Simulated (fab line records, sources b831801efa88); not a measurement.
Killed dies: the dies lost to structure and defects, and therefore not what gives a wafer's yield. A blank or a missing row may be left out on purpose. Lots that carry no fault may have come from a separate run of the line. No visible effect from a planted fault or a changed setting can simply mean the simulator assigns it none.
Which tool was responsible? || flow gf180mcu || 36 wafers from 12 lots sampled at 5 of the route's 602 steps

WHAT THE GAUGES SHOWED, per wafer
GF_V4_CD_MEAS_14: target cd 260 nm. Usual: cd-nm at 260.2 nm, with a standard deviation of 1.2.
{"lot": "L160", "measured": "day 24 12:11", "on": "cd-sem-02", "cd-nm (nm)": "259.3 257.8 258.8", "flag": ""}
{"lot": "L161", "measured": "day 24 21:23", "on": "cd-sem-01", "cd-nm (nm)": "259.5 259.6 259.5", "flag": ""}
{"lot": "L162", "measured": "day 25 07:53", "on": "cd-sem-01", "cd-nm (nm)": "261.3 260.7 260.9", "flag": ""}
{"lot": "L163", "measured": "day 25 12:59", "on": "cd-sem-02", "cd-nm (nm)": "260.0 261.0 260.4", "flag": ""}
{"lot": "L165", "measured": "day 26 05:05", "on": "cd-sem-02", "cd-nm (nm)": "260.5 258.9 258.3", "flag": ""}
{"lot": "L166", "measured": "day 26 13:49", "on": "cd-sem-02", "cd-nm (nm)": "259.5 259.8 260.1", "flag": ""}
{"lot": "L172", "measured": "day 28 09:17", "on": "cd-sem-02", "cd-nm (nm)": "260.7 260.1 259.9", "flag": ""}
{"lot": "L174", "measured": "day 29 01:11", "on": "cd-sem-01", "cd-nm (nm)": "262.4 262.7 263.0", "flag": ""}
{"lot": "L177", "measured": "day 30 07:25", "on": "cd-sem-02", "cd-nm (nm)": "258.8 260.1 260.6", "flag": ""}
{"lot": "L180", "measured": "day 30 23:04", "on": "cd-sem-01", "cd-nm (nm)": "261.0 259.9 260.7", "flag": ""}
{"lot": "L181", "measured": "day 31 01:15", "on": "cd-sem-01", "cd-nm (nm)": "262.0 260.8 260.7", "flag": ""}
{"lot": "L182", "measured": "day 31 15:16", "on": "cd-sem-01", "cd-nm (nm)": "259.8 259.6 259.7", "flag": ""}

GF_M5_CD_MEAS_07: target cd 280 nm. Usual: cd-nm at 280.0 nm, with a standard deviation of 1.
{"lot": "L160", "measured": "day 26 09:43", "on": "cd-sem-02", "cd-nm (nm)": "278.9 279.9 278.9", "flag": ""}
{"lot": "L161", "measured": "day 26 18:47", "on": "cd-sem-02", "cd-nm (nm)": "279.3 280.1 279.6", "flag": ""}
{"lot": "L162", "measured": "day 27 04:35", "on": "cd-sem-01", "cd-nm (nm)": "280.1 281.0 279.3", "flag": ""}
{"lot": "L163", "measured": "day 27 09:45", "on": "cd-sem-01", "cd-nm (nm)": "277.9 278.5 279.4", "flag": ""}
{"lot": "L165", "measured": "day 28 00:40", "on": "cd-sem-02", "cd-nm (nm)": "278.7 280.1 279.9", "flag": ""}
{"lot": "L166", "measured": "day 28 08:47", "on": "cd-sem-02", "cd-nm (nm)": "280.7 279.5 279.6", "flag": ""}
{"lot": "L172", "measured": "day 30 02:05", "on": "cd-sem-02", "cd-nm (nm)": "269.4 270.3 269.1 269.6 270.4 269.2", "flag": "OFF"}
{"lot": "L174", "measured": "day 30 17:01", "on": "cd-sem-02", "cd-nm (nm)": "271.3 270.6 270.4 270.9 271.1 270.0", "flag": "OFF"}
{"lot": "L177", "measured": "day 31 20:59", "on": "cd-sem-01", "cd-nm (nm)": "278.3 279.3 279.7", "flag": ""}
{"lot": "L180", "measured": "day 32 10:02", "on": "cd-sem-01", "cd-nm (nm)": "280.0 279.2 278.5", "flag": ""}
{"lot": "L181", "measured": "day 32 12:50", "on": "cd-sem-01", "cd-nm (nm)": "278.1 279.5 279.3", "flag": ""}
{"lot": "L182", "measured": "day 33 02:41", "on": "cd-sem-02", "cd-nm (nm)": "280.0 280.7 279.7", "flag": ""}

GF_V5_BOW_MEAS_05. Usual: for V5_BOW the level is 134 um and the standard deviation is 9.8.
{"lot": "L160", "measured": "day 26 11:36", "on": "film-metro-03", "V5_BOW (um)": "132 145 128", "flag": ""}
{"lot": "L161", "measured": "day 26 20:32", "on": "film-metro-01", "V5_BOW (um)": "117 111 137", "flag": ""}
{"lot": "L162", "measured": "day 27 05:59", "on": "film-metro-01", "V5_BOW (um)": "141 141 146", "flag": ""}
{"lot": "L163", "measured": "day 27 11:36", "on": "film-metro-03", "V5_BOW (um)": "129 140 143", "flag": ""}
{"lot": "L165", "measured": "day 28 02:25", "on": "film-metro-03", "V5_BOW (um)": "122 115 120", "flag": ""}
{"lot": "L166", "measured": "day 28 10:12", "on": "film-metro-03", "V5_BOW (um)": "141 151 140", "flag": ""}
{"lot": "L172", "measured": "day 30 10:36", "on": "film-metro-04", "V5_BOW (um)": "121 134 143", "flag": ""}
{"lot": "L174", "measured": "day 31 00:28", "on": "film-metro-04", "V5_BOW (um)": "142 145 132", "flag": ""}
{"lot": "L177", "measured": "day 31 22:24", "on": "film-metro-04", "V5_BOW (um)": "150 131 150", "flag": ""}
{"lot": "L180", "measured": "day 32 11:29", "on": "film-metro-03", "V5_BOW (um)": "139 139 140", "flag": ""}
{"lot": "L181", "measured": "day 32 14:14", "on": "film-metro-01", "V5_BOW (um)": "135 121 142", "flag": ""}
{"lot": "L182", "measured": "day 33 04:05", "on": "film-metro-03", "V5_BOW (um)": "134 130 138", "flag": ""}

WHAT TOOL EACH LOT RAN ON (gives the tool, then ch and the chambers of the sampled wafers, and finally the start)
{"lot": "L160", "GF_MIM_SPUTTER_01": "pvd-sputter-01, day 24 13:47", "GF_M5_PEB_05": "litho-track-01 ch 0, day 26 09:22"}
{"lot": "L161", "GF_MIM_SPUTTER_01": "pvd-sputter-03, day 24 23:13", "GF_M5_PEB_05": "litho-track-01 ch 0, day 26 18:26"}
{"lot": "L162", "GF_MIM_SPUTTER_01": "pvd-sputter-01, day 25 09:29", "GF_M5_PEB_05": "litho-track-03 ch 0, day 27 04:14"}
{"lot": "L163", "GF_MIM_SPUTTER_01": "pvd-sputter-01, day 25 14:34", "GF_M5_PEB_05": "litho-track-03 ch 0, day 27 09:11"}
{"lot": "L165", "GF_MIM_SPUTTER_01": "pvd-sputter-01, day 26 06:47", "GF_M5_PEB_05": "litho-track-04 ch 0, day 28 00:19"}
{"lot": "L166", "GF_MIM_SPUTTER_01": "pvd-sputter-01, day 26 15:26", "GF_M5_PEB_05": "litho-track-04 ch 0, day 28 08:26"}
{"lot": "L172", "GF_MIM_SPUTTER_01": "pvd-sputter-03, day 28 10:58", "GF_M5_PEB_05": "litho-track-04 ch 0, day 30 01:44"}
{"lot": "L174", "GF_MIM_SPUTTER_01": "pvd-sputter-04, day 29 02:54", "GF_M5_PEB_05": "litho-track-04 ch 0, day 30 16:40"}
{"lot": "L177", "GF_MIM_SPUTTER_01": "pvd-sputter-03, day 30 09:08", "GF_M5_PEB_05": "litho-track-01 ch 0, day 31 20:38"}
{"lot": "L180", "GF_MIM_SPUTTER_01": "pvd-sputter-01, day 31 01:01", "GF_M5_PEB_05": "litho-track-01 ch 0, day 32 09:41"}
{"lot": "L181", "GF_MIM_SPUTTER_01": "pvd-sputter-03, day 31 02:49", "GF_M5_PEB_05": "litho-track-01 ch 0, day 32 12:30"}
{"lot": "L182", "GF_MIM_SPUTTER_01": "pvd-sputter-01, day 31 16:53", "GF_M5_PEB_05": "litho-track-03 ch 0, day 33 02:20"}
- GF_MIM_SPUTTER_01: material TiN, target thk 30 nm, time 25 s.
- GF_M5_PEB_05: peb time 90 s.

AS READ BY THE TOOLS THEMSELVES (means over the sampled wafers that have a number; for cases with no such wafer, the mark the record gives instead)
GF_MIM_SPUTTER_01. Usual: throttle-valve-pct at 29.7 %, with a standard deviation of 0.85.
{"lot": "L160", "tool": "pvd-sputter-01", "throttle-valve-pct (%)": 30.8, "flag": ""}
{"lot": "L161", "tool": "pvd-sputter-03", "throttle-valve-pct (%)": 30.3, "flag": ""}
{"lot": "L162", "tool": "pvd-sputter-01", "throttle-valve-pct (%)": 29.7, "flag": ""}
{"lot": "L163", "tool": "pvd-sputter-01", "throttle-valve-pct (%)": 29.8, "flag": ""}
{"lot": "L165", "tool": "pvd-sputter-01", "throttle-valve-pct (%)": 29.8, "flag": ""}
{"lot": "L166", "tool": "pvd-sputter-01", "throttle-valve-pct (%)": 29.7, "flag": ""}
{"lot": "L172", "tool": "pvd-sputter-03", "throttle-valve-pct (%)": 30.0, "flag": ""}
{"lot": "L174", "tool": "pvd-sputter-04", "throttle-valve-pct (%)": 29.6, "flag": ""}
{"lot": "L177", "tool": "pvd-sputter-03", "throttle-valve-pct (%)": 30.2, "flag": ""}
{"lot": "L180", "tool": "pvd-sputter-01", "throttle-valve-pct (%)": 30.9, "flag": ""}
{"lot": "L181", "tool": "pvd-sputter-03", "throttle-valve-pct (%)": 29.7, "flag": ""}
{"lot": "L182", "tool": "pvd-sputter-01", "throttle-valve-pct (%)": 30.2, "flag": ""}

GF_M5_PEB_05. Usual: heater-power-total-W 85.71 W, standard deviation 0.082; plate-temp-C 135.02 C, standard deviation 0.15.
{"lot": "L160", "tool": "litho-track-01", "heater-power-total-W (W)": 85.65, "plate-temp-C (C)": 135.03, "flag": ""}
{"lot": "L161", "tool": "litho-track-01", "heater-power-total-W (W)": 85.63, "plate-temp-C (C)": 134.83, "flag": ""}
{"lot": "L162", "tool": "litho-track-03", "heater-power-total-W (W)": 85.77, "plate-temp-C (C)": 135.06, "flag": ""}
{"lot": "L163", "tool": "litho-track-03", "heater-power-total-W (W)": 85.71, "plate-temp-C (C)": 135.17, "flag": ""}
{"lot": "L165", "tool": "litho-track-04", "heater-power-total-W (W)": 85.70, "plate-temp-C (C)": 135.04, "flag": ""}
{"lot": "L166", "tool": "litho-track-04", "heater-power-total-W (W)": 85.70, "plate-temp-C (C)": 135.14, "flag": ""}
{"lot": "L172", "tool": "litho-track-04", "heater-power-total-W (W)": 90.44, "plate-temp-C (C)": 140.61, "flag": "OFF"}
{"lot": "L174", "tool": "litho-track-04", "heater-power-total-W (W)": 90.47, "plate-temp-C (C)": 140.49, "flag": "OFF"}
{"lot": "L177", "tool": "litho-track-01", "heater-power-total-W (W)": 85.68, "plate-temp-C (C)": 134.82, "flag": ""}
{"lot": "L180", "tool": "litho-track-01", "heater-power-total-W (W)": 85.73, "plate-temp-C (C)": 134.98, "flag": ""}
{"lot": "L181", "tool": "litho-track-01", "heater-power-total-W (W)": 85.79, "plate-temp-C (C)": 134.97, "flag": ""}
{"lot": "L182", "tool": "litho-track-03", "heater-power-total-W (W)": 85.72, "plate-temp-C (C)": 135.04, "flag": ""}

THE ANSWER, worked out from the rows above alone
Rule: a lot counts as off when the mean over its wafers that have a number is more than 3 standard deviations away from the usual mean. A lot without any number at a reading at which 4 lots or more have one is off too. Any other lot the step has rows for is counted as sound. The gauges are gone through in route order, then the tools' own readings, and for those a lot's mean is taken as printed above. At the first step where some lot is off, the reading lying furthest off is the one used; lots without a number count as furthest.
Off: L172, L174, at GF_M5_CD_MEAS_07 (cd-nm).
A tool fits if, at a process step before that reading, it ran every lot that is off, and no sound lot after the first of them. Not tried: the gauges at GF_M5_CD_MEAS_07; whatever is off there is also off at GF_M5_PEB_05, on other tools, and gauge error can't account for it. One fits: litho-track-04 at GF_M5_PEB_05. A fault onset in the window from L166 (day 28 08:26, its last sound lot) to L172 (day 30 01:44, its first lot off) fits.
The tool's own readings at GF_M5_PEB_05 bear it out: on the lots that are off they differ by more than 5 times the standard deviation of the sound lots' means. heater-power-total-W reads 90.45 W there against 85.71 W on the sound lots; plate-temp-C reads 140.55 C there against 135.01 C on the sound lots.

WHAT THE SIMULATOR HAD PUT IN
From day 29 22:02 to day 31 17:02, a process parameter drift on litho-track-04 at GF_M5_PEB_05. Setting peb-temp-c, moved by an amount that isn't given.
Struck lots among those shown: L172, L174. The rule given above showed the same thing.
